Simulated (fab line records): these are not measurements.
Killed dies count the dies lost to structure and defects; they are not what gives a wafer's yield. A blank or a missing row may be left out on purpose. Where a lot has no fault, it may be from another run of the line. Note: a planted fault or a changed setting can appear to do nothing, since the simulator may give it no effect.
fab line records -- flow sky130
record lots=5, wafers=15, last_day=49
route steps=708 shown FIELD_ISO@21 NWELL@32 DNWELL@35 PWDE@45 PAD_OPEN@708
lots that met no fault: from a run of the same line without faults
start_h: hours from the record's opening day to when the first of the lot's shown wafers began -- wait_h: how many hours have passed since the lot's step before this one -- " unchanged from the row above -- L1.1+2: one row covering several wafers at once -- - no value, or no start was given -- * or withheld: withheld -- < > ~ a bound
route shown NAME@n: NAME is a module with steps in the file, n the number in the route of the first one -- usual: mean/standard deviation of fault-free wafers -- same: alike in all rows -- chamber/n: place in a boat -- sites: readings site by site -- _std_site: standard deviation across them -- _edge_site: outer sites' mean less inner sites' -- radius_mm: for every site, how far away it sits from the centre of the wafer -- mask NAME#n: copy n -- behind: the tool/chamber that last shaped the wafer -- hold: reason for holding the lot/hours on hold/outcome of the hold -- device: which transistor (n, p or np) failed to switch -- end of line: tests run on the same wafers once the route is complete -- for a step that has no rows: nothing shown but its recipe -- killed: count of dies lost to structure and defects at first sort (not the wafer's yield) -- map: dies across one wafer; x = killed, . = not, _ = none there
set.NAME: the run value of the setting; set.NAME@STEP: its run value at that earlier step -- model.NAME: the simulator's own value behind a step, which no gauge read
a table for each step, a row for each wafer; lots at some steps of the route
services: the hour from which a tool's chamber was out of use, counted from the record's first day as start_h (under 0 if before that day), plus the number of hours and why
## steps
# step SKY_FIELD_ISO_CLEAN_20
# recipe chemistry=dHF, time_s=20, dilution=100:1
# step SKY_FIELD_ISO_WET_ETCH_21
# recipe chemistry=dHF, dilution=100:1, target_depth_nm=20, dry=ipa_marangoni, target=SiO2, temp_c=25, time_s=400
# step SKY_FIELD_ISO_OXIDATION_22
# recipe temp_c=950, ambient=O2, stabilise_s=600, purge_s=300, target_thk_a=100, ox_time_s=623
# step SKY_FIELD_ISO_CVD_24
# recipe material=SiO2, target_thk_nm=595, temp_c=650, sigma_open_frac=0.3, time_s=99.2, sih4_flow_sccm=60, pressure_mtorr=6
# step SKY_FIELD_ISO_ANNEAL_26
# recipe temp_c=1000, time_s=1800, ambient=N2
# step SKY_FIELD_ISO_CMP_27
# recipe stop_on=Si3N4, t_overpolish_s=16, down_force_psi=4, platen_rpm=60, target_thk_nm=457.8, pad_velocity_m_s=0.94248
# step SKY_FIELD_ISO_WET_ETCH_28
# recipe chemistry=dHF, target_depth_nm=23.7, target=SiO2, dilution=10:1, temp_c=25, time_s=47
# step SKY_FIELD_ISO_WET_ETCH_29
# recipe chemistry=H3PO4, target_depth_nm=160, target=Si3N4, temp_c=160, time_s=1825
# step SKY_FIELD_ISO_WET_ETCH_30
# recipe chemistry=dHF, target_depth_nm=25, target=SiO2, dilution=10:1, temp_c=25, time_s=50
# step SKY_NWELL_CLEAN_00
# recipe chemistry=SC1/SC2, mix=1:4:20, temp_c=70, time_s=150, dry=n2_spin
# step SKY_NWELL_OXIDATION_01
# recipe temp_c=900, ambient=O2, stabilise_s=600, purge_s=300, target_thk_a=100, ox_time_s=1418
# usual spike_tc_bottom_C=919.6/1.1, spike_tc_top_C=910.5/1.4, tube_center_temp_C=899.99/0.074, zone_power_lower_pct=17.67/0.26, zone_power_upper_pct=15.9/0.64
lot.wafer,tool,chamber,start_h,wait_h,spike_tc_bottom_C,spike_tc_top_C,tube_center_temp_C,zone_power_lower_pct,zone_power_upper_pct
L106.3,furnace-02,0,44.65,0.0,919.8,908.8,900.02,17.73,16.4
L106.4,furnace-02,0,44.65,0.0,920.2,907.7,899.87,17.61,16.6
L106.6,furnace-02,0,44.65,0.0,919.9,912.8,899.96,18.11,16.6
L107.1,furnace-02,0,52.42,1.1,921.3,910.1,899.98,18.00,16.4
L107.4,furnace-02,0,52.42,1.1,918.5,909.8,900.05,17.53,16.1
L107.6,furnace-02,0,52.42,1.1,920.2,911.0,900.01,17.96,16.4
L108.3,furnace-01,0,57.74,0.6,918.5,912.9,900.02,17.20,15.3
L108.4,furnace-01,0,57.74,0.6,921.2,911.0,899.91,17.43,15.3
L108.6,furnace-01,0,57.74,0.6,919.0,911.9,899.98,17.56,15.2
L108.3,furnace-01,0,60.54,1.4,918.0,911.7,900.04,17.32,15.1
L108.4,furnace-01,0,60.54,1.4,920.3,913.0,899.85,17.42,15.3
L108.6,furnace-01,0,60.54,1.4,918.1,910.2,899.77,17.64,14.9
L109.1,furnace-02,0,60.76,0.3,919.5,911.3,899.97,17.91,16.1
L109.4,furnace-02,0,60.76,0.3,921.0,909.3,899.97,18.12,16.6
L109.6,furnace-02,0,60.76,0.3,918.6,909.0,900.05,17.72,16.4
L109.1,furnace-02,0,63.41,1.2,921.5,910.5,900.21,17.84,16.4
L109.4,furnace-02,0,63.41,1.2,920.9,908.8,900.06,18.05,16.4
L109.6,furnace-02,0,63.41,1.2,920.6,909.6,899.88,17.98,16.7
L118.3,furnace-01,0,120.25,3.2,919.9,912.6,899.98,17.38,15.2
L118.4,furnace-01,0,120.25,3.2,919.9,911.3,899.94,17.37,15.0
L118.5,furnace-01,0,120.25,3.2,918.9,910.9,899.97,17.31,15.3
L118.3,furnace-01,0,121.81,0.2,918.0,910.8,899.93,17.50,15.1
L118.4,furnace-01,0,121.81,0.2,918.5,911.8,899.95,17.26,15.3
L118.5,furnace-01,0,121.81,0.2,917.0,910.4,899.97,17.39,15.4
# step SKY_NWELL_THK_MEAS_02
# recipe reads=SiO2_of_NWELL_OXIDATION_01
# usual NWELL_OXIDATION_THK=9.97/0.22
lot.wafer,tool,chamber,start_h,wait_h,NWELL_OXIDATION_THK[nm]
L106.3,film_metro-01,-,46.06,0.0,10.22
L106.4,film_metro-01,-,46.06,0.0,10.12
L106.6,film_metro-01,-,46.06,0.0,9.84
L107.1,film_metro-04,-,53.81,0.0,9.94
L107.4,film_metro-04,-,53.81,0.0,9.97
L107.6,film_metro-04,-,53.81,0.0,9.90
L108.3,film_metro-01,-,61.96,0.0,16.17
L108.4,film_metro-01,-,61.96,0.0,15.77
L108.6,film_metro-01,-,61.96,0.0,16.05
L109.1,film_metro-01,-,64.80,0.0,15.69
L109.4,film_metro-01,-,64.80,0.0,15.46
L109.6,film_metro-01,-,64.80,0.0,16.21
L118.3,film_metro-01,-,123.22,0.0,16.68
L118.4,film_metro-01,-,123.22,0.0,16.50
L118.5,film_metro-01,-,123.22,0.0,16.59
# step SKY_DNWELL_DEHYDRATE_00
# recipe temp_c=200, time_s=60
# step SKY_DNWELL_HMDS_01
# recipe prime_time_s=60, prime_temp_c=120
# step SKY_DNWELL_COAT_02
# recipe spin_rpm=2000, resist_thk_nm=3000
# step SKY_DNWELL_SOFTBAKE_03
# recipe temp_c=110, time_s=withheld
# step SKY_DNWELL_EXPOSE_04
# recipe mask_id=DNM, na=0.57, target_cd_nm=3000, dose_mj=222
# step SKY_DNWELL_PEB_05
# recipe temp_c=115, time_s=withheld
# step SKY_DNWELL_DEVELOP_06
# recipe wall_angle_deg=90, developer=TMAH, develop_time_s=60, dev_temp_c=23
# step SKY_DNWELL_IMPLANT_07
# recipe species=P, energy_kev=withheld, dose_cm2=withheld, tilt_deg=withheld
# step SKY_DNWELL_STRIP_08
# recipe chemistry=O2/N2, power_w=1400, pressure_mtorr=1500, platen_temp_c=withheld, o2_flow_sccm=3000, n2_flow_sccm=300, overash_fraction=0.5
# step SKY_PWDE_DEHYDRATE_00
# recipe temp_c=200, time_s=60
# step SKY_PWDE_HMDS_01
# recipe prime_time_s=60, prime_temp_c=120
# step SKY_PWDE_COAT_02
# recipe spin_rpm=2000, resist_thk_nm=3000
# step SKY_PWDE_SOFTBAKE_03
# recipe temp_c=110, time_s=withheld
# step SKY_PWDE_EXPOSE_04
# recipe mask_id=PWDEM, na=0.6, source_shape=conventional, sigma_outer=0.6, polarization=unpolarized, target_cd_nm=840, dose_mj=214
# step SKY_PWDE_PEB_05
# recipe temp_c=115, time_s=withheld
# step SKY_PWDE_DEVELOP_06
# recipe wall_angle_deg=90, developer=TMAH, develop_time_s=60, dev_temp_c=23
# step SKY_PWDE_IMPLANT_08
# recipe species=B, energy_kev=150, dose_cm2=3.6e+12, tilt_deg=withheld
# step SKY_PWDE_STRIP_09
# recipe chemistry=O2/N2, power_w=1400, pressure_mtorr=1500, platen_temp_c=withheld, o2_flow_sccm=3000, n2_flow_sccm=300, overash_fraction=0.5
# step SKY_NWELL_DEHYDRATE_03
# recipe temp_c=200, time_s=60
# step SKY_NWELL_HMDS_04
# recipe prime_time_s=60, prime_temp_c=120
# step SKY_NWELL_COAT_05
# recipe spin_rpm=2000, resist_thk_nm=3000
# step SKY_NWELL_SOFTBAKE_06
# recipe temp_c=110, time_s=withheld
# step SKY_NWELL_EXPOSE_07
# recipe mask_id=NWM, na=0.6, source_shape=conventional, sigma_outer=0.6, polarization=unpolarized, target_cd_nm=840, dose_mj=255
# step SKY_NWELL_PEB_08
# recipe temp_c=115, time_s=withheld
# step SKY_NWELL_DEVELOP_09
# recipe wall_angle_deg=90, developer=TMAH, develop_time_s=60, dev_temp_c=23
# step SKY_NWELL_CLEAN_27
# recipe chemistry=SC1/SC2, mix=1:4:20, temp_c=70, time_s=150, dry=n2_spin
# usual bath_guard_temp_C=69.8/0.37
lot.wafer,tool,chamber,start_h,wait_h,bath_guard_temp_C,model.SiO2_of_NWELL_OXIDATION_01.thk_nm
L106.3,wet_bench-02,0,113.92,0.0,69.4,9.869
L106.4,wet_bench-02,0,113.92,0.0,69.0,9.747
L106.6,wet_bench-02,0,113.92,0.0,69.4,9.545
L107.1,wet_bench-02,2,120.38,0.1,69.9,9.594
L107.4,wet_bench-02,2,120.38,0.1,70.0,9.64
L107.6,wet_bench-02,2,120.38,0.1,70.0,9.555
L108.3,wet_bench-02,1,127.92,0.0,70.1,15.83
L108.4,wet_bench-02,1,127.92,0.0,69.9,15.41
L108.6,wet_bench-02,1,127.92,0.0,70.0,15.7
L109.1,wet_bench-01,2,130.77,0.1,70.0,15.35
L109.4,wet_bench-01,2,130.77,0.1,70.0,15.13
L109.6,wet_bench-01,2,130.77,0.1,69.7,15.83
L118.3,wet_bench-04,3,203.57,0.0,70.3,16.3
L118.4,wet_bench-04,3,203.57,0.0,70.3,16.14
L118.5,wet_bench-04,3,203.57,0.0,70.2,16.28
# step SKY_PAD_OPEN_PROBE_99
# usual killed_at_M0_to_M3=42/6.4, killed_at_M4_up=3.0/2, killed_at_contacts=24/5.2, killed_at_front_end=14/4.2, killed_at_other=0.4/0.72, killed_dies=84/9, killed_open=46/6.6, killed_short=38/6
# same gross_dies=492, killed_at_back_side=0
lot.wafer,tool,chamber,start_h,wait_h,killed_at_M0_to_M3,killed_at_M4_up,killed_at_contacts,killed_at_front_end,killed_at_other,killed_dies,killed_open,killed_short,model.etest.nfet_16v.r_on_ohm_um,model.etest.tip_p.rs_ohm_sq,model.etest.pfet_01v8.r_on_ohm_um,model.etest.pfet_g5v0d10v5.r_on_ohm_um,model.etest.res_pwell_under_gate.rs_ohm_sq,model.etest.sonos_erased.drive_ua_um,model.etest.pfet_01v8_mvt.drive_ua_um,model.etest.pfet_01v8.drive_ua_um
L106.3,prober-01,-,1089.98,0.2,46,10,25,17,0,98,55,43,1.397e+04,6897,3003,4761,2286,173.8,146.2,183.4
L106.4,prober-01,-,1090.03,0.2,41,6,21,20,0,88,44,44,1.39e+04,6858,2950,4834,2305,193.3,148.6,189.4
L106.6,prober-01,-,1090.13,0.2,48,4,23,16,1,92,47,45,1.391e+04,6902,3026,4808,2292,206.1,143.5,180.7
L107.1,prober-02,-,1092.25,0.1,39,2,24,16,1,82,55,27,1.404e+04,6826,2872,4756,2317,161.7,154.1,194.1
L107.4,prober-02,-,1092.40,0.2,45,4,28,19,0,96,54,42,1.412e+04,6796,2854,4721,2305,189.4,154,195.7
L107.6,prober-02,-,1092.50,0.2,30,0,36,7,0,73,37,36,1.408e+04,6866,2926,4803,2304,217.4,150.5,191
L108.3,prober-01,-,1106.41,0.2,35,1,25,20,0,81,47,34,1.399e+04,6988,2986,4891,2312,158.5,142.7,185.2
L108.4,prober-01,-,1106.46,0.2,43,5,20,13,1,82,40,41,1.426e+04,6932,2953,4968,2297,178.9,143.6,188.4
L108.6,prober-01,-,1106.56,0.2,39,2,23,12,0,76,40,36,1.408e+04,6930,2949,4860,2303,141.9,144.7,187.6
L109.1,prober-02,-,1109.05,0.1,42,4,18,14,0,78,39,39,1.356e+04,7180,3042,4867,2305,163.8,137.8,178.2
L109.4,prober-02,-,1109.20,0.2,50,2,19,12,0,83,42,41,1.367e+04,7108,3072,4872,2307,176.4,137.7,177.5
L109.6,prober-02,-,1109.30,0.2,42,3,26,28,0,99,50,49,1.371e+04,7164,3102,4961,2300,174.2,135.4,173.3
L118.3,prober-02,-,1164.94,0.2,41,3,28,17,1,90,52,37,1.338e+04,7272,3060,4888,2349,136.2,135.6,177
L118.4,prober-02,-,1164.99,0.2,35,7,26,13,0,81,42,39,1.337e+04,7232,3036,4887,2342,160.1,137.1,179.1
L118.5,prober-02,-,1165.04,0.2,49,4,24,13,0,90,51,39,1.35e+04,7185,3145,4971,2354,143.7,134.4,171
# killed by level:class
L106.3 VIA1:geometric_particle:open=14 CONTACT:geometric_particle:open=8 VIA3:geometric_particle:open=7 VIA2:geometric_particle:open=7 METAL4:geometric_particle:short=7 LI_CONTACT:geometric_particle:open=6 FIELD_ISO:geometric_particle:short=5 CONTACT:geometric_particle:short=4
L106.4 VIA1:geometric_particle:open=10 CONTACT:geometric_particle:open=8 POLY_GATE:geometric_particle:short=7 CONTACT:geometric_particle:short=7 VIA1:geometric_particle:short=6 METAL2:geometric_particle:short=6 VIA3:geometric_particle:open=5 VIA2:geometric_particle:open=5
L106.6 METAL2:geometric_particle:short=10 VIA1:geometric_particle:open=9 CONTACT:geometric_particle:open=7 VIA3:geometric_particle:open=7 LI_CONTACT:geometric_particle:open=6 CONTACT:geometric_particle:short=6 POLY_GATE:geometric_particle:short=5 VIA1:geometric_particle:short=5
L107.1 VIA1:geometric_particle:open=12 CONTACT:geometric_particle:open=9 VIA3:geometric_particle:open=7 VIA2:geometric_particle:open=7 LI_CONTACT:geometric_particle:open=5 LOCAL_INTERCONNECT:geometric_particle:short=5 FIELD_ISO:geometric_particle:open=4 POLY_GATE:geometric_particle:open=4
L107.4 CONTACT:geometric_particle:open=9 FIELD_ISO:geometric_particle:open=8 LI_CONTACT:geometric_particle:open=8 LOCAL_INTERCONNECT:geometric_particle:short=7 VIA3:geometric_particle:open=7 VIA2:geometric_particle:short=7 VIA1:geometric_particle:short=6 METAL2:geometric_particle:short=6
L107.6 CONTACT:geometric_particle:open=11 LI_CONTACT:geometric_particle:open=8 LOCAL_INTERCONNECT:geometric_particle:short=8 CONTACT:geometric_particle:short=7 METAL1:geometric_particle:short=7 VIA1:geometric_particle:open=6 METAL2:geometric_particle:short=5 VIA2:geometric_particle:open=4
L108.3 CONTACT:geometric_particle:open=10 VIA1:geometric_particle:open=10 VIA1:geometric_particle:short=8 POLY_GATE:geometric_particle:open=6 LI_CONTACT:geometric_particle:open=6 LOCAL_INTERCONNECT:geometric_particle:short=6 FIELD_ISO:geometric_particle:open=5 FIELD_ISO:geometric_particle:short=5
L108.4 CONTACT:geometric_particle:open=8 VIA3:geometric_particle:open=7 METAL2:geometric_particle:short=6 VIA1:geometric_particle:short=6 VIA2:geometric_particle:open=6 VIA1:geometric_particle:open=5 POLY_GATE:geometric_particle:open=4 LI_CONTACT:geometric_particle:open=4
L108.6 LI_CONTACT:geometric_particle:open=10 VIA2:geometric_particle:open=7 CONTACT:geometric_particle:short=6 VIA3:geometric_particle:open=6 CONTACT:geometric_particle:open=5 VIA3:geometric_particle:short=5 METAL3:geometric_particle:short=4 METAL1:geometric_particle:short=4
L109.1 VIA2:geometric_particle:open=10 LI_CONTACT:geometric_particle:open=7 LOCAL_INTERCONNECT:geometric_particle:short=6 VIA3:geometric_particle:open=6 VIA3:geometric_particle:short=6 FIELD_ISO:geometric_particle:open=5 POLY_GATE:geometric_particle:short=5 VIA2:geometric_particle:short=4
L109.4 VIA1:geometric_particle:open=14 METAL2:geometric_particle:short=9 VIA2:geometric_particle:open=8 LI_CONTACT:geometric_particle:open=7 METAL1:geometric_particle:short=6 CONTACT:geometric_particle:open=4 FIELD_ISO:geometric_particle:short=3 LOCAL_INTERCONNECT:geometric_particle:short=3
L109.6 VIA2:geometric_particle:open=9 CONTACT:geometric_particle:open=8 VIA1:geometric_particle:open=8 LI_CONTACT:geometric_particle:open=7 LOCAL_INTERCONNECT:geometric_particle:short=7 FIELD_ISO:geometric_particle:short=6 POLY_GATE:geometric_particle:short=6 METAL1:geometric_particle:short=5
L118.3 VIA1:geometric_particle:open=11 LI_CONTACT:geometric_particle:open=8 VIA2:geometric_particle:short=7 VIA2:geometric_particle:open=7 CONTACT:geometric_particle:open=6 VIA3:geometric_particle:open=6 LOCAL_INTERCONNECT:geometric_particle:short=5 CONTACT:geometric_particle:short=5
L118.4 METAL1:geometric_particle:short=7 LI_CONTACT:geometric_particle:open=7 VIA1:geometric_particle:open=7 CONTACT:geometric_particle:short=7 CONTACT:geometric_particle:open=7 VIA2:geometric_particle:open=5 METAL4:geometric_particle:short=5 FIELD_ISO:geometric_particle:open=4
L118.5 VIA2:geometric_particle:open=10 CONTACT:geometric_particle:open=8 VIA1:geometric_particle:open=8 FIELD_ISO:geometric_particle:open=6 LI_CONTACT:geometric_particle:open=6 METAL1:geometric_particle:short=6 LOCAL_INTERCONNECT:geometric_particle:short=5 METAL2:geometric_particle:short=5
## services
tool,chamber,start_h,hours,kind
furnace-02,-,108.03,4.0,repair
furnace-01,-,112.40,3.5,pm
furnace-02,-,137.65,3.9,pm
wet_bench-04,-,173.41,0.5,repair
furnace-02,-,199.52,5.6,pm
## key
first_sign step=SKY_NWELL_OXIDATION_01, reading=visit, direction=added
effect step=SKY_NWELL_THK_MEAS_02, reading=NWELL_OXIDATION_THK, direction=up, sigmas=28, usual=9.97, struck=16.12
model_effect step=SKY_NWELL_CLEAN_27, value=SiO2_of_NWELL_OXIDATION_01.thk_nm, without=9.703, struck=15.77
model_effect step=SKY_PAD_OPEN_PROBE_99, value=etest.nfet_16v.r_on_ohm_um, without=1.414e+04, struck=1.372e+04
met_at SKY_NWELL_OXIDATION_01
struck_wafers L108.3,L108.4,L108.6,L109.1,L109.4,L109.6,L118.3,L118.4,L118.5
tester_left_out L108,L109,L118
fault kind=repeated_step_whole, tool=furnace-01,furnace-02, chamber=-, onset_h=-, steps=SKY_NWELL_OXIDATION_01, times=1, scope=struck_lots_only
# tester_left_out: of these lots the tester's yield and bins aren't shown, on N5 and GAA mostly nor the transistor test; their killed dies are dies lost to structure and defects alone, not to doping, threshold or leakage, so they don't give the yield
